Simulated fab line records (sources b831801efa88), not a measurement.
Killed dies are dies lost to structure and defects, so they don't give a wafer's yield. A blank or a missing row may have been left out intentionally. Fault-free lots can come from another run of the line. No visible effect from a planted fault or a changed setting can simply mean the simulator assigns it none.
fab line records	flow sky130
record lots=12	wafers=36	last_day=50
route steps=708 shown SONOS_ONO@181 GATE_OXIDE@200 RES_PROTECT@209 PAD_OPEN@708
lots with no fault: from the same line, run without faults
start_h: the number of hours between the record's first day and the start of the first shown wafer of the lot	wait_h: hours elapsed since this lot's preceding step	" the same as in the row above	L1.1+2: a single row standing in for several wafers	- no value present, or no start provided	* or withheld: withheld	< > ~ a bound
route shown NAME@n: a module of which the file shows steps, and the number in the route of the first	usual: mean and standard deviation over wafers with no fault	same: alike in all rows	chamber/n: place in a boat	sites: the reading at each site	_std_site: the standard deviation of these	_edge_site: mean of outer sites minus mean of inner sites	radius_mm: how far each site lies from the wafer's centre	mask NAME#n: copy n	behind: the most recent tool/chamber to have shaped the wafer	hold: the reason the lot was held/the length of the hold in hours/how it ended	device: which transistor (n, p or np) failed to switch	end of line: the tests these same wafers got at the end of their route	where a step has no rows: the recipe by itself	killed: count of dies lost to structure and defects at first sort (not the wafer's yield)	map: a wafer's dies, marking killed ones x, the rest . and places with no die _
set.NAME: the setting as run; set.NAME@STEP: as run at that earlier step	model.NAME: the simulator's own value behind a step, which no gauge read
steps of the route over a sample of lots; a table a step, a row a wafer
services: when a tool's chamber went out of use (start_h, in hours from the record's first day, below 0 if earlier), for how many hours, and the reason
## steps
# step SKY_SONOS_ONO_CD_MEAS_13
# recipe target_cd_nm=410
# usual cd_nm=409.5/1.9
lot.wafer	tool	chamber	start_h	wait_h	cd_nm
L398.1	cd_sem-02	-	298.00	0.1	410.0
L398.2	"	-	"	"	407.5
L398.5	"	-	"	"	409.6
L403.1	cd_sem-01	-	340.65	0.1	409.8
L403.4	"	-	"	"	407.8
L403.5	"	-	"	"	408.4
L405.2	cd_sem-01	-	353.42	0.1	409.2
L405.3	"	-	"	"	407.5
L405.6	"	-	"	"	410.4
L406.3	cd_sem-02	-	358.51	0.1	410.0
L406.4	"	-	"	"	409.4
L406.5	"	-	"	"	408.0
L408.2	cd_sem-02	-	372.98	0.1	412.8
L408.5	"	-	"	"	407.8
L408.6	"	-	"	"	409.1
L410.4	cd_sem-01	-	391.82	0.1	406.1
L410.5	"	-	"	"	407.0
L410.6	"	-	"	"	405.8
L413.3	cd_sem-01	-	413.24	0.1	408.3
L413.4	"	-	"	"	408.0
L413.6	"	-	"	"	410.2
L414.2	cd_sem-02	-	424.67	0.1	411.3
L414.4	"	-	"	"	409.9
L414.6	"	-	"	"	413.0
L415.1	cd_sem-02	-	441.10	0.1	408.5
L415.2	"	-	"	"	408.1
L415.6	"	-	"	"	407.0
L416.1	cd_sem-01	-	442.30	0.1	408.2
L416.3	"	-	"	"	407.5
L416.6	"	-	"	"	408.8
L418.2	cd_sem-01	-	463.69	0.1	410.4
L418.4	"	-	"	"	411.3
L418.5	"	-	"	"	410.5
L420.2	cd_sem-02	-	474.12	0.1	409.9
L420.3	"	-	"	"	410.9
L420.4	"	-	"	"	409.3
# step SKY_SONOS_ONO_ETCH_15
# recipe target_depth_nm=19.52	chemistry=CHF3/O2	source_w=600	bias_w=200	pressure_mtorr=40	chf3_flow_sccm=50	O2_flow_sccm=5	time_s=7.8
# usual drypump_motor_current_A=5.8/0.43	oes_product_au=1.000/0.011	throttle_valve_pct=8.825/0.0089
lot.wafer	tool	chamber	start_h	wait_h	drypump_motor_current_A	oes_product_au	rf_hours_counter_h	throttle_valve_pct
L398.1	rie_diel-04	3	298.16	0.0	5.3	0.997	6	8.821
L398.2	"	2	"	"	5.7	1.011	68	8.817
L398.5	"	2	"	"	5.7	1.017	-	8.829
L403.1	rie_diel-03	2	340.80	0.0	6.3	1.005	28	8.829
L403.4	"	3	"	"	5.2	0.993	114	8.818
L403.5	"	3	"	"	5.2	0.991	-	8.826
L405.2	rie_diel-02	1	353.55	0.0	5.3	0.996	10	8.834
L405.3	"	2	"	"	5.7	0.997	3	8.816
L405.6	"	2	"	"	5.7	0.990	-	8.808
L406.3	rie_diel-02	2	358.63	0.0	5.7	0.992	4	8.841
L406.4	"	1	"	"	5.3	0.996	-	8.830
L406.5	"	3	"	"	6.2	0.985	-	8.808
L408.2	rie_diel-04	0	373.12	0.0	6.3	1.001	6	8.820
L408.5	"	3	"	"	5.3	0.995	-	8.838
L408.6	"	0	"	"	6.3	0.985	-	8.808
L410.4	rie_diel-02	0	391.92	0.0	5.4	0.984	0	8.815
L410.5	"	1	"	"	5.3	1.005	-	8.832
L410.6	"	0	"	"	5.4	0.993	-	8.824
L413.3	rie_diel-03	0	413.35	0.0	6.1	1.002	2	8.818
L413.4	"	1	"	"	6.6	0.994	4	8.828
L413.6	"	3	"	"	5.2	0.969	-	8.811
L414.2	rie_diel-04	1	424.80	0.0	5.8	1.013	70	8.820
L414.4	"	3	"	"	5.3	1.017	9	8.819
L414.6	"	0	"	"	6.3	1.011	-	8.822
L415.1	rie_diel-02	0	441.25	0.0	5.4	0.990	1	8.816
L415.2	"	1	"	"	5.3	0.989	12	8.825
L415.6	"	0	"	"	5.4	0.991	-	8.819
L416.1	rie_diel-04	0	442.45	0.0	6.3	0.998	7	8.835
L416.3	"	2	"	"	5.7	1.018	71	8.834
L416.6	"	2	"	"	5.7	1.030	-	8.830
L418.2	rie_diel-04	0	463.83	0.0	6.3	0.992	8	8.837
L418.4	"	2	"	"	5.7	1.013	71	8.822
L418.5	"	3	"	"	5.4	1.006	-	8.828
L420.2	rie_diel-04	0	474.25	0.0	6.3	0.997	8	8.833
L420.3	"	3	"	"	5.3	0.993	10	8.814
L420.4	"	1	"	"	5.8	1.004	71	8.837
# step SKY_GATE_OXIDE_STRIP_13
# recipe chemistry=O2/N2	power_w=1400	pressure_mtorr=1500	platen_temp_c=withheld	o2_flow_sccm=3000	n2_flow_sccm=300	overash_fraction=0.5
# usual drypump_motor_current_A=5.5/0.45	oes_product_au=0.715/0.0046	strip_time_to_endpoint_s=14.18/0.037
lot.wafer	tool	chamber	start_h	wait_h	drypump_motor_current_A	oes_product_au	rf_hours_counter_h	strip_time_to_endpoint_s
L398.1	plasma_asher-01	1	325.74	0.0	5.0	0.714	65	14.15
L398.2	"	0	"	"	6.1	0.721	65	14.20
L398.5	"	0	"	"	6.1	0.723	-	14.17
L403.1	plasma_asher-01	1	372.00	0.0	5.0	0.712	68	14.16
L403.4	"	0	"	"	6.1	0.713	-	14.16
L403.5	"	1	"	"	5.0	0.708	-	14.19
L405.2	plasma_asher-02	0	383.70	0.0	5.0	0.710	68	14.19
L405.3	"	0	"	"	5.1	0.721	-	14.16
L405.6	"	0	"	"	5.0	0.714	-	14.16
L406.3	plasma_asher-01	0	389.98	0.0	6.1	0.706	-	14.19
L406.4	"	1	"	"	5.0	0.720	-	14.17
L406.5	"	0	"	"	6.1	0.710	-	14.15
L408.2	plasma_asher-02	0	403.74	0.0	5.0	0.714	71	14.18
L408.5	"	1	"	"	5.7	0.712	-	14.17
L408.6	"	0	"	"	5.0	0.720	-	14.19
L410.4	plasma_asher-02	0	425.28	0.0	5.1	0.717	-	14.24
L410.5	"	0	"	"	5.0	0.715	-	14.27
L410.6	"	1	"	"	5.7	0.709	-	14.22
L413.3	plasma_asher-02	0	446.73	0.0	5.1	0.715	-	14.18
L413.4	"	1	"	"	5.7	0.720	-	14.20
L413.6	"	1	"	"	5.7	0.713	-	14.17
L414.2	plasma_asher-04	1	457.84	0.0	5.8	0.712	64	14.11
L414.4	"	1	"	"	5.8	0.725	-	14.11
L414.6	"	1	"	"	5.8	0.710	-	14.09
L415.1	plasma_asher-02	1	474.09	0.0	5.7	0.706	78	14.09
L415.2	"	0	"	"	5.0	0.716	78	14.15
L415.6	"	0	"	"	5.0	0.711	-	14.09
L416.1	plasma_asher-02	0	475.95	0.0	5.0	0.719	78	14.19
L416.3	"	1	"	"	5.7	0.719	-	14.18
L416.6	"	0	"	"	5.0	0.716	-	14.17
L418.2	plasma_asher-01	1	497.74	0.0	5.0	0.716	6	14.16
L418.4	"	1	"	"	5.0	0.709	-	14.13
L418.5	"	0	"	"	6.1	0.722	-	14.18
L420.2	plasma_asher-04	1	506.89	0.0	5.9	0.709	70	14.22
L420.3	"	0	"	"	5.1	0.712	-	14.20
L420.4	"	1	"	"	5.9	0.719	-	14.23
# step SKY_RES_PROTECT_SOFTBAKE_03
# recipe temp_c=90	time_s=60	resist=NOVOLAK
# usual exhaust_pa=45.1/0.87	heater_power_total_W=56.60/0.049	run_length_s=89.32/0.21
lot.wafer	tool	chamber	start_h	wait_h	exhaust_pa	heater_power_total_W	run_length_s
L398.1	litho_track-03	0	341.47	0.1	45.3	56.65	89.17
L398.2	"	0	"	"	45.9	56.71	89.04
L398.5	"	0	"	"	45.1	56.64	88.97
L403.1	litho_track-02	0	389.20	0.1	45.8	56.66	89.68
L403.4	"	0	"	"	45.2	57.74	86.12
L403.5	"	0	"	"	45.8	57.88	85.79
L405.2	litho_track-02	0	402.13	0.1	45.8	56.64	89.46
L405.3	"	0	"	"	45.5	57.78	85.65
L405.6	"	0	"	"	45.9	56.62	89.48
L406.3	litho_track-02	0	410.40	0.1	44.0	57.82	85.75
L406.4	"	0	"	"	45.3	57.88	85.82
L406.5	"	0	"	"	44.7	57.83	85.73
L408.2	litho_track-01	0	422.74	0.1	43.8	56.58	89.42
L408.5	"	0	"	"	44.2	56.52	89.41
L408.6	"	0	"	"	43.8	56.57	89.27
L410.4	litho_track-01	0	445.04	0.1	45.7	56.56	89.46
L410.5	"	0	"	"	46.2	56.51	89.26
L410.6	"	0	"	"	46.0	56.66	89.40
L413.3	litho_track-03	0	464.47	0.1	45.4	56.59	89.28
L413.4	"	0	"	"	44.9	56.68	89.10
L413.6	"	0	"	"	44.5	56.61	88.99
L414.2	litho_track-03	0	475.90	0.1	45.0	56.63	89.06
L414.4	"	0	"	"	46.1	56.62	89.07
L414.6	"	0	"	"	45.0	56.72	89.08
L415.1	litho_track-01	0	491.96	0.1	45.7	56.51	89.56
L415.2	"	0	"	"	45.3	56.57	89.46
L415.6	"	0	"	"	45.6	56.65	89.39
L416.1	litho_track-01	0	494.31	0.1	45.6	56.55	89.49
L416.3	"	0	"	"	45.2	56.60	89.35
L416.6	"	0	"	"	46.6	56.55	89.35
L418.2	litho_track-03	0	516.10	0.1	45.6	56.66	88.97
L418.4	"	0	"	"	46.0	56.61	88.95
L418.5	"	0	"	"	45.2	56.62	88.96
L420.2	litho_track-02	0	524.48	0.1	46.0	56.56	89.44
L420.3	"	0	"	"	44.1	56.67	89.59
L420.4	"	0	"	"	45.7	56.70	89.55
# step SKY_PAD_OPEN_PROBE_99
# usual killed_at_M0_to_M3=43/6.6	killed_at_M4_up=2.9/1.6	killed_at_contacts=24/4.9	killed_at_front_end=15/4.5	killed_at_other=0.2/0.45	killed_dies=86/8.8	killed_on_rim=16/4.2	killed_open=48/6.4	killed_short=38/5.6
# same gross_dies=492	killed_at_back_side=0
lot.wafer	tool	chamber	start_h	wait_h	killed_at_M0_to_M3	killed_at_M4_up	killed_at_contacts	killed_at_front_end	killed_at_other	killed_dies	killed_on_rim	killed_open	killed_short
L398.1	prober-02	-	1092.79	0.1	47	7	20	7	0	81	9	40	41
L398.2	prober-02	-	1092.84	0.1	50	1	24	14	1	90	16	49	41
L398.5	prober-02	-	1092.99	0.2	52	2	24	11	2	91	13	51	40
L403.1	prober-02	-	1124.93	0.1	48	1	23	23	0	95	19	58	37
L403.4	prober-02	-	1125.08	0.2	35	4	29	15	0	83	20	45	38
L403.5	prober-02	-	1125.13	0.2	37	2	31	13	0	83	13	35	48
L405.2	prober-02	-	1133.44	0.1	46	3	17	24	1	91	15	51	40
L405.3	prober-02	-	1133.49	0.2	50	5	25	13	0	93	17	48	45
L405.6	prober-02	-	1133.64	0.2	48	1	24	19	0	92	17	53	39
L406.3	prober-01	-	1141.39	0.2	40	3	32	13	0	88	14	50	38
L406.4	prober-01	-	1141.44	0.2	42	0	18	12	0	72	13	36	36
L406.5	prober-01	-	1141.49	0.2	35	3	24	20	1	83	13	44	39
L408.2	prober-02	-	1149.63	0.1	42	4	24	15	0	85	21	54	31
L408.5	prober-02	-	1149.78	0.2	35	5	27	12	0	79	17	42	37
L408.6	prober-02	-	1149.83	0.2	42	3	30	15	1	91	17	46	45
L410.4	prober-01	-	1157.63	0.2	57	2	20	12	1	92	9	53	39
L410.5	prober-01	-	1157.68	0.2	48	1	23	9	0	81	17	42	39
L410.6	prober-01	-	1157.73	0.2	57	3	21	14	0	95	21	56	39
L413.3	prober-02	-	1172.22	0.2	45	1	35	22	0	103	23	59	44
L413.4	prober-02	-	1172.27	0.2	55	3	25	20	0	103	18	43	60
L413.6	prober-02	-	1172.37	0.2	41	1	29	14	0	85	13	47	38
L414.2	prober-01	-	1178.73	0.1	39	5	20	16	0	80	18	46	34
L414.4	prober-01	-	1178.83	0.2	51	2	18	19	0	90	17	58	32
L414.6	prober-01	-	1178.93	0.2	52	2	17	11	0	82	19	49	33
L415.1	prober-02	-	1186.13	0.1	45	3	22	15	0	85	18	41	44
L415.2	prober-02	-	1186.18	0.1	50	6	19	17	1	93	19	49	44
L415.6	prober-02	-	1186.38	0.2	42	3	25	17	0	87	13	46	41
L416.1	prober-01	-	1188.24	0.1	35	4	25	26	0	90	16	56	34
L416.3	prober-01	-	1188.34	0.2	38	2	23	29	0	92	13	54	38
L416.6	prober-01	-	1188.49	0.2	40	2	26	21	0	89	9	45	44
L418.2	prober-01	-	1202.89	0.1	29	5	26	7	0	67	11	40	27
L418.4	prober-01	-	1202.99	0.2	39	2	33	13	0	87	16	45	42
L418.5	prober-01	-	1203.04	0.2	40	5	29	4	0	78	13	41	37
L420.2	prober-01	-	1204.85	0.1	37	5	23	17	0	82	22	49	33
L420.3	prober-01	-	1204.90	0.2	46	2	24	11	0	83	22	47	36
L420.4	prober-01	-	1204.95	0.2	37	2	20	19	0	78	12	42	36
# killed by level:class
L398.1 VIA1:geometric_particle:open=9 METAL1:geometric_particle:short=8 LI_CONTACT:geometric_particle:open=7 VIA1:geometric_particle:short=7 METAL2:geometric_particle:short=7 CONTACT:geometric_particle:open=6 VIA2:geometric_particle:open=5 LOCAL_INTERCONNECT:geometric_particle:short=4
L398.2 VIA1:geometric_particle:open=12 CONTACT:geometric_particle:open=10 VIA2:geometric_particle:short=8 METAL1:geometric_particle:short=6 VIA3:geometric_particle:open=5 LI_CONTACT:geometric_particle:open=5 FIELD_ISO:geometric_particle:open=4 FIELD_ISO:geometric_particle:short=4
L398.5 VIA2:geometric_particle:open=14 CONTACT:geometric_particle:open=12 VIA1:geometric_particle:open=8 METAL2:geometric_particle:short=7 VIA3:geometric_particle:open=6 VIA1:geometric_particle:short=6 CONTACT:geometric_particle:short=5 VIA2:geometric_particle:short=5
L403.1 VIA1:geometric_particle:open=10 VIA2:geometric_particle:open=9 FIELD_ISO:geometric_particle:short=8 FIELD_ISO:geometric_particle:open=6 LI_CONTACT:geometric_particle:open=6 VIA3:geometric_particle:open=6 CONTACT:geometric_particle:open=5 VIA3:geometric_particle:short=5
L403.4 VIA1:geometric_particle:open=9 CONTACT:geometric_particle:open=8 LI_CONTACT:geometric_particle:open=8 VIA2:geometric_particle:open=6 VIA3:geometric_particle:open=6 POLY_GATE:geometric_particle:short=5 LI_CONTACT:geometric_particle:short=5 VIA1:geometric_particle:short=5
L403.5 METAL1:geometric_particle:short=8 CONTACT:geometric_particle:short=8 LOCAL_INTERCONNECT:geometric_particle:short=7 VIA3:geometric_particle:open=7 LI_CONTACT:geometric_particle:open=6 CONTACT:geometric_particle:open=5 FIELD_ISO:geometric_particle:open=4 LI_CONTACT:geometric_particle:short=4
L405.2 VIA1:geometric_particle:open=11 VIA3:geometric_particle:open=9 METAL2:geometric_particle:short=6 FIELD_ISO:geometric_particle:short=5 FIELD_ISO:geometric_particle:open=5 POLY_GATE:geometric_particle:short=5 VIA3:geometric_particle:short=5 LI_CONTACT:geometric_particle:open=5
L405.3 VIA1:geometric_particle:open=13 METAL1:geometric_particle:short=9 LI_CONTACT:geometric_particle:open=8 VIA2:geometric_particle:open=7 VIA3:geometric_particle:open=7 FIELD_ISO:geometric_particle:short=5 CONTACT:geometric_particle:open=5 LOCAL_INTERCONNECT:geometric_particle:short=5
L405.6 CONTACT:geometric_particle:open=12 VIA1:geometric_particle:open=12 VIA2:geometric_particle:open=9 POLY_GATE:geometric_particle:open=7 VIA2:geometric_particle:short=7 VIA1:geometric_particle:short=6 VIA3:geometric_particle:open=5 FIELD_ISO:geometric_particle:short=4
L406.3 LI_CONTACT:geometric_particle:open=11 CONTACT:geometric_particle:open=10 VIA1:geometric_particle:open=9 FIELD_ISO:geometric_particle:open=8 VIA1:geometric_particle:short=6 VIA3:geometric_particle:short=4 LI_CONTACT:geometric_particle:short=4 METAL1:geometric_particle:short=4
L406.4 LI_CONTACT:geometric_particle:open=8 VIA1:geometric_particle:open=8 METAL1:geometric_particle:short=7 VIA3:geometric_particle:short=5 LI_CONTACT:geometric_particle:short=4 CONTACT:geometric_particle:open=4 VIA2:geometric_particle:open=4 VIA3:geometric_particle:open=4
L406.5 CONTACT:geometric_particle:open=13 VIA1:geometric_particle:open=12 FIELD_ISO:geometric_particle:short=7 VIA1:geometric_particle:short=5 METAL3:geometric_particle:short=5 FIELD_ISO:geometric_particle:open=4 LOCAL_INTERCONNECT:geometric_particle:short=4 CONTACT:geometric_particle:short=4
L408.2 VIA1:geometric_particle:open=13 CONTACT:geometric_particle:open=10 LI_CONTACT:geometric_particle:open=10 METAL1:geometric_particle:short=7 POLY_GATE:geometric_particle:open=6 VIA2:geometric_particle:open=5 VIA1:geometric_particle:short=4 FIELD_ISO:geometric_particle:open=3
L408.5 LI_CONTACT:geometric_particle:open=9 VIA3:geometric_particle:open=8 CONTACT:geometric_particle:open=7 METAL2:geometric_particle:short=7 METAL4:geometric_particle:short=5 VIA2:geometric_particle:open=5 FIELD_ISO:geometric_particle:short=4 CONTACT:geometric_particle:short=4
L408.6 VIA1:geometric_particle:open=14 CONTACT:geometric_particle:open=13 POLY_GATE:geometric_particle:short=7 CONTACT:geometric_particle:short=6 LOCAL_INTERCONNECT:geometric_particle:short=6 VIA2:geometric_particle:open=6 FIELD_ISO:geometric_particle:short=5 VIA3:geometric_particle:short=5
L410.4 VIA1:geometric_particle:open=11 VIA2:geometric_particle:open=9 CONTACT:geometric_particle:open=8 VIA3:geometric_particle:open=7 VIA1:geometric_particle:short=6 VIA3:geometric_particle:short=6 METAL2:geometric_particle:short=5 METAL3:geometric_particle:short=5
L410.5 VIA1:geometric_particle:open=12 CONTACT:geometric_particle:short=8 CONTACT:geometric_particle:open=8 VIA3:geometric_particle:open=7 VIA2:geometric_particle:open=6 METAL3:geometric_particle:short=6 VIA1:geometric_particle:short=5 POLY_GATE:geometric_particle:open=4
L410.6 VIA1:geometric_particle:open=23 VIA3:geometric_particle:open=9 CONTACT:geometric_particle:open=7 METAL1:geometric_particle:short=6 METAL2:geometric_particle:short=6 LI_CONTACT:geometric_particle:open=5 CONTACT:geometric_particle:short=5 VIA1:geometric_particle:short=4
L413.3 CONTACT:geometric_particle:open=17 VIA1:geometric_particle:open=10 METAL1:geometric_particle:short=8 FIELD_ISO:geometric_particle:open=6 LI_CONTACT:geometric_particle:open=6 VIA3:geometric_particle:open=6 FIELD_ISO:geometric_particle:short=5 CONTACT:geometric_particle:short=5
L413.4 VIA3:geometric_particle:open=11 VIA1:geometric_particle:open=10 CONTACT:geometric_particle:short=8 POLY_GATE:geometric_particle:short=7 LI_CONTACT:geometric_particle:open=6 METAL1:geometric_particle:short=6 METAL2:geometric_particle:short=6 FIELD_ISO:geometric_particle:open=5
L413.6 LI_CONTACT:geometric_particle:open=9 CONTACT:geometric_particle:open=8 VIA1:geometric_particle:open=8 VIA3:geometric_particle:open=8 CONTACT:geometric_particle:short=5 VIA1:geometric_particle:short=5 FIELD_ISO:geometric_particle:short=4 LOCAL_INTERCONNECT:geometric_particle:short=4
L414.2 VIA1:geometric_particle:open=8 VIA3:geometric_particle:open=7 LI_CONTACT:geometric_particle:open=6 CONTACT:geometric_particle:open=6 METAL2:geometric_particle:short=6 CONTACT:geometric_particle:short=5 VIA2:geometric_particle:open=5 FIELD_ISO:geometric_particle:open=4
L414.4 VIA1:geometric_particle:open=20 CONTACT:geometric_particle:open=9 FIELD_ISO:geometric_particle:open=6 POLY_GATE:geometric_particle:short=6 LI_CONTACT:geometric_particle:open=5 METAL2:geometric_particle:short=5 METAL1:geometric_particle:short=5 VIA3:geometric_particle:open=5
L414.6 VIA1:geometric_particle:open=13 VIA2:geometric_particle:open=9 LI_CONTACT:geometric_particle:open=7 VIA1:geometric_particle:short=6 METAL2:geometric_particle:short=6 VIA3:geometric_particle:open=6 CONTACT:geometric_particle:open=5 LOCAL_INTERCONNECT:geometric_particle:short=4
L415.1 VIA1:geometric_particle:open=12 CONTACT:geometric_particle:open=6 VIA3:geometric_particle:open=6 METAL1:geometric_particle:short=5 FIELD_ISO:geometric_particle:short=5 LI_CONTACT:geometric_particle:open=5 VIA1:geometric_particle:short=5 LI_CONTACT:geometric_particle:short=4
L415.2 VIA1:geometric_particle:open=9 CONTACT:geometric_particle:open=8 VIA2:geometric_particle:open=8 METAL2:geometric_particle:short=7 LI_CONTACT:geometric_particle:open=6 VIA1:geometric_particle:short=5 VIA3:geometric_particle:short=5 VIA3:geometric_particle:open=5
L415.6 VIA1:geometric_particle:open=9 CONTACT:geometric_particle:open=8 VIA2:geometric_particle:open=8 FIELD_ISO:geometric_particle:short=7 CONTACT:geometric_particle:short=6 VIA1:geometric_particle:short=6 VIA3:geometric_particle:open=6 LI_CONTACT:geometric_particle:open=4
L416.1 CONTACT:geometric_particle:open=11 VIA1:geometric_particle:open=10 POLY_GATE:geometric_particle:open=7 FIELD_ISO:geometric_particle:short=6 VIA2:geometric_particle:open=6 FIELD_ISO:geometric_particle:open=5 CONTACT:geometric_particle:short=5 METAL2:geometric_particle:short=5
L416.3 VIA1:geometric_particle:open=10 LI_CONTACT:geometric_particle:open=9 FIELD_ISO:geometric_particle:open=8 FIELD_ISO:geometric_particle:short=8 POLY_GATE:geometric_particle:short=6 CONTACT:geometric_particle:open=6 METAL1:geometric_particle:short=6 POLY_GATE:geometric_particle:open=5
L416.6 VIA1:geometric_particle:open=11 CONTACT:geometric_particle:short=9 CONTACT:geometric_particle:open=8 FIELD_ISO:geometric_particle:short=7 METAL2:geometric_particle:short=7 VIA3:geometric_particle:open=7 FIELD_ISO:geometric_particle:open=6 LI_CONTACT:geometric_particle:open=6
L418.2 LI_CONTACT:geometric_particle:open=9 CONTACT:geometric_particle:open=7 VIA2:geometric_particle:open=5 VIA3:geometric_particle:open=5 LOCAL_INTERCONNECT:geometric_particle:short=4 METAL4:geometric_particle:short=4 VIA1:geometric_particle:short=4 METAL2:geometric_particle:short=4
L418.4 CONTACT:geometric_particle:open=10 CONTACT:geometric_particle:short=9 VIA1:geometric_particle:open=9 VIA1:geometric_particle:short=7 METAL1:geometric_particle:short=6 VIA2:geometric_particle:open=6 VIA3:geometric_particle:open=6 LI_CONTACT:geometric_particle:open=5
L418.5 CONTACT:geometric_particle:open=14 VIA1:geometric_particle:open=8 METAL2:geometric_particle:short=8 CONTACT:geometric_particle:short=6 VIA2:geometric_particle:open=5 METAL4:geometric_particle:short=5 LI_CONTACT:geometric_particle:open=4 METAL1:geometric_particle:short=4
L420.2 VIA3:geometric_particle:open=9 LI_CONTACT:geometric_particle:open=8 CONTACT:geometric_particle:open=8 POLY_GATE:geometric_particle:short=6 VIA1:geometric_particle:open=6 VIA2:geometric_particle:open=5 METAL1:geometric_particle:short=5 FIELD_ISO:geometric_particle:short=4
L420.3 LI_CONTACT:geometric_particle:open=10 VIA1:geometric_particle:open=10 VIA3:geometric_particle:open=8 VIA2:geometric_particle:open=6 VIA2:geometric_particle:short=6 VIA3:geometric_particle:short=5 FIELD_ISO:geometric_particle:open=4 METAL2:geometric_particle:short=4
L420.4 CONTACT:geometric_particle:open=10 METAL1:geometric_particle:short=8 METAL2:geometric_particle:short=7 VIA1:geometric_particle:open=6 VIA2:geometric_particle:open=6 FIELD_ISO:geometric_particle:short=5 POLY_GATE:geometric_particle:open=5 LOCAL_INTERCONNECT:geometric_particle:short=5
## services
tool	chamber	start_h	hours	kind
rie_diel-03	1	274.52	11.4	repair
rie_diel-04	-	278.85	0.9	repair
rie_diel-02	-	286.75	14.6	pm
plasma_asher-04	-	308.94	3.7	repair
rie_diel-02	0	338.62	-	clean
rie_diel-02	0	338.62	23.2	scheduled_down
rie_diel-02	0	338.62	23.2	vent_cycle
plasma_asher-01	-	354.91	8.8	repair
plasma_asher-01	-	375.18	12.4	pm
rie_diel-04	0	381.70	4.0	repair
rie_diel-02	3	395.66	-	clean
rie_diel-02	3	395.66	19.3	scheduled_down
rie_diel-02	3	395.66	19.3	vent_cycle
plasma_asher-01	-	421.25	9.0	pm
rie_diel-03	3	435.47	11.3	repair
plasma_asher-01	-	470.70	3.5	repair
rie_diel-03	-	472.86	0.3	repair
plasma_asher-02	-	481.67	1.0	repair
plasma_asher-02	-	494.16	0.9	repair
plasma_asher-01	-	494.59	1.1	repair
plasma_asher-01	-	504.35	7.3	repair
rie_diel-02	2	510.75	8.6	repair
rie_diel-04	2	511.10	5.1	repair
rie_diel-04	-	522.79	0.6	repair
## key
first_sign step=SKY_RES_PROTECT_SOFTBAKE_03	reading=heater_power_total_W	direction=up	sigmas=25	usual=*	struck=*
effect step=SKY_RES_PROTECT_SOFTBAKE_03	reading=run_length_s	direction=down	sigmas=17	usual=*	struck=*
met_at SKY_RES_PROTECT_SOFTBAKE_03
struck_lots L403,L405,L406
struck_wafers L403.4,L403.5,L405.3,L406.3,L406.4,L406.5
tester_left_out L403,L405,L406
not_acting_at SKY_SONOS_ONO_CD_MEAS_13,SKY_SONOS_ONO_ETCH_15,SKY_GATE_OXIDE_STRIP_13
fault kind=process_parameter_drift	tool=litho_track-02	chamber=-	onset_h=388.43	steps=SKY_RES_PROTECT_SOFTBAKE_03	channel=time_s	offset=*	shape=step	end_h=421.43	scope=struck_wafers_only	acts_in=*	stated=*
# tester_left_out: of these lots the tester's yield and bins aren't shown, on N5 and GAA mostly nor the transistor test; their killed dies are dies lost to structure and defects alone, not to doping, threshold or leakage, so they don't give the yield
